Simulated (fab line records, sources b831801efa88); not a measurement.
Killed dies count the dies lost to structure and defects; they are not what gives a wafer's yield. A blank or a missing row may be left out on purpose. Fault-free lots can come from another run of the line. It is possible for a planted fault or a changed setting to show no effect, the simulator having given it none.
The tool behind it: which one? -- flow gf180mcu -- Sampling: 12 lots, 36 wafers, 5 of 602 route steps

## WHAT THE GAUGES SHOWED, per wafer
GF_MVPSD_TW_MEAS_11.
lot,measured,on,MVPSD_TW
L221,day 5 01:34,film_metro-03,545 542 548
L222,day 5 06:01,film_metro-01,562 560 561
L224,day 5 18:09,film_metro-04,553 553 553
L226,day 6 06:10,film_metro-01,568 568 565
L227,day 6 13:24,film_metro-04,553 552 554
L230,day 7 06:40,film_metro-01,563 563 563
L231,day 7 12:10,film_metro-03,549 549 552
L232,day 7 20:13,film_metro-04,551 551 550
L233,day 8 00:10,film_metro-01,563 561 562
L236,day 8 18:10,film_metro-04,549 551 552
L241,day 10 00:10,film_metro-03,356 353 355
L242,day 10 06:28,film_metro-04,361 361 358

GF_VT_IMPLANT_RS_MEAS_49: a four-point-probe measurement.
lot,measured,on,MVPSD_RS (ohm/sq)
L221,day 7 15:08,film_metro-01,1168.4 1170.6 1168.4
L222,day 7 19:06,film_metro-03,1169.7 1170.6 1169.4
L224,day 8 09:38,film_metro-03,1171.7 1170.2 1171.0
L226,day 8 22:19,film_metro-01,1163.9 1162.3 1165.7
L227,day 9 07:17,film_metro-03,1168.5 1167.7 1166.9
L230,day 10 02:01,film_metro-03,1167.7 1167.2 1168.5
L231,day 10 08:52,film_metro-04,1167.9 1166.9 1168.1
L232,day 10 16:44,film_metro-01,1170.6 1172.8 1172.2
L233,day 10 21:11,film_metro-03,1171.1 1172.3 1169.9
L236,day 11 18:15,film_metro-01,1169.2 1170.0 1169.2
L241,day 13 02:38,film_metro-04,2980.8 3004.5 3001.4
L242,day 13 10:24,film_metro-04,2947.8 2923.8 2955.6

GF_POLY_GATE_CD_MEAS_10: the cd target is 280 nm.
lot,measured,on,cd_nm (nm)
L221,day 9 06:41,cd_sem-01,282.4 282.0 283.1
L222,day 9 09:52,cd_sem-01,280.9 280.5 279.6
L224,day 10 02:23,cd_sem-02,278.0 279.6 279.7
L226,day 11 02:53,cd_sem-01,280.2 280.5 280.0
L227,day 11 03:10,cd_sem-02,280.5 280.6 280.4
L230,day 11 22:53,cd_sem-01,280.1 279.4 278.5
L231,day 12 06:43,cd_sem-02,281.9 280.8 281.3
L232,day 12 14:59,cd_sem-01,280.0 280.4 280.6
L233,day 12 17:07,cd_sem-01,280.6 279.4 278.7
L236,day 13 16:22,cd_sem-01,280.0 278.7 279.3
L241,day 15 00:43,cd_sem-01,278.8 279.3 278.7
L242,day 15 09:20,cd_sem-02,280.1 279.7 279.6

## WHICH TOOL RAN EACH LOT (tool, then ch and the chambers of the sampled wafers, then the start)
lot,GF_NWELL_STRIP_10,GF_MVPSD_IMPLANT_08
L221,"plasma_asher-04 ch 0,1, day 3 07:53","implanter-04 ch 0, day 5 01:10"
L222,"plasma_asher-01 ch 0,1, day 3 13:02","implanter-04 ch 0, day 5 05:37"
L224,"plasma_asher-04 ch 0,1, day 3 23:13","implanter-01 ch 0, day 5 17:45"
L226,"plasma_asher-04 ch 0,1, day 4 10:40","implanter-01 ch 0, day 6 05:47"
L227,"plasma_asher-04 ch 0,1, day 4 17:08","implanter-01 ch 0, day 6 13:00"
L230,"plasma_asher-03 ch 0,1, day 5 08:58","implanter-04 ch 0, day 7 06:16"
L231,"plasma_asher-01 ch 0,1, day 5 13:41","implanter-04 ch 0, day 7 11:47"
L232,"plasma_asher-04 ch 0,1, day 5 21:28","implanter-01 ch 0, day 7 19:50"
L233,"plasma_asher-03 ch 0,1, day 5 23:54","implanter-03 ch 0, day 7 23:48"
L236,"plasma_asher-04 ch 0,1, day 6 17:19","implanter-01 ch 0, day 8 17:46"
L241,"plasma_asher-03 ch 0,1, day 7 20:28","implanter-01 ch 0, day 9 23:46"
L242,"plasma_asher-03 ch 0,1, day 8 02:40","implanter-01 ch 0, day 10 06:04"
- GF_NWELL_STRIP_10: strips in O2/N2.
- GF_MVPSD_IMPLANT_08

## AS READ BY THE TOOLS THEMSELVES (means over the sampled wafers that have a number; for cases with no such wafer, the mark the record gives instead)
GF_NWELL_STRIP_10.
lot,tool,drypump_motor_current_A (A),heater_power_w (W),n2_flow_sccm (sccm),oes_product_au (a.u.),strip_time_to_endpoint_s (s)
L221,plasma_asher-04,5.5,335,300.2,0.722,37.07
L222,plasma_asher-01,5.1,372,299.6,0.718,36.82
L224,plasma_asher-04,5.5,337,299.6,0.725,37.09
L226,plasma_asher-04,5.8,317,299.3,0.726,37.03
L227,plasma_asher-04,5.5,338,300.4,0.724,36.80
L230,plasma_asher-03,5.8,373,300.5,0.721,37.00
L231,plasma_asher-01,5.2,374,300.4,0.721,36.89
L232,plasma_asher-04,5.5,330,299.6,0.721,37.07
L233,plasma_asher-03,5.6,338,299.4,0.720,37.01
L236,plasma_asher-04,5.5,334,300.0,0.722,37.02
L241,plasma_asher-03,5.9,351,300.7,0.725,36.94
L242,plasma_asher-03,5.7,335,299.3,0.724,36.87

GF_MVPSD_IMPLANT_08.
lot,tool,dose_ions_cm2,faraday_current_uA
L221,implanter-04,1.4983e+13,84.7
L222,implanter-04,1.5006e+13,84.9
L224,implanter-01,1.4987e+13,84.5
L226,implanter-01,1.5002e+13,84.1
L227,implanter-01,1.4994e+13,86.0
L230,implanter-04,1.4989e+13,84.4
L231,implanter-04,1.5017e+13,85.1
L232,implanter-01,1.5004e+13,85.4
L233,implanter-03,1.4987e+13,85.8
L236,implanter-01,1.5015e+13,86.2
L241,implanter-01,1.4970e+12,8.3
L242,implanter-01,1.5050e+12,8.4

## THE ANSWER, worked out from the rows above alone
Rule: the usual values come from the lots themselves. The widest of any qualifying gaps counts: lots, ordered by their means at a reading, are off when they make up no more than a third of the lots, leave a main group of 4 or more, and stand apart from it by 3 or more times the standard deviation of that group's means. A main group whose means are all the same, to the digits that the tables above print for the reading, isn't used. A lot without any number at a reading at which 4 lots or more have one is off too. Any other lot the step has rows for is counted as sound. The gauges are gone through in route order, then the tools' own readings, and for those a lot's mean is taken as printed above. At the first step where some lot is off, the reading lying furthest off is the one used; lots without a number count as furthest.
Off: at GF_MVPSD_TW_MEAS_11 (MVPSD_TW), L241, L242. The main group: mean 556, standard deviation 6.8.
If a tool, at a process step before that reading, ran all the lots that are off and no sound lot after the first of them, it fits. Not tried: the gauges at GF_MVPSD_TW_MEAS_11; whatever is off there is also off at GF_MVPSD_IMPLANT_08, on other tools, and gauge error can't account for it. 2 tools fit, plasma_asher-03 at GF_NWELL_STRIP_10 and implanter-01 at GF_MVPSD_IMPLANT_08, so this cannot tell which one it is.

## WHAT WAS PUT IN BY THE SIMULATOR
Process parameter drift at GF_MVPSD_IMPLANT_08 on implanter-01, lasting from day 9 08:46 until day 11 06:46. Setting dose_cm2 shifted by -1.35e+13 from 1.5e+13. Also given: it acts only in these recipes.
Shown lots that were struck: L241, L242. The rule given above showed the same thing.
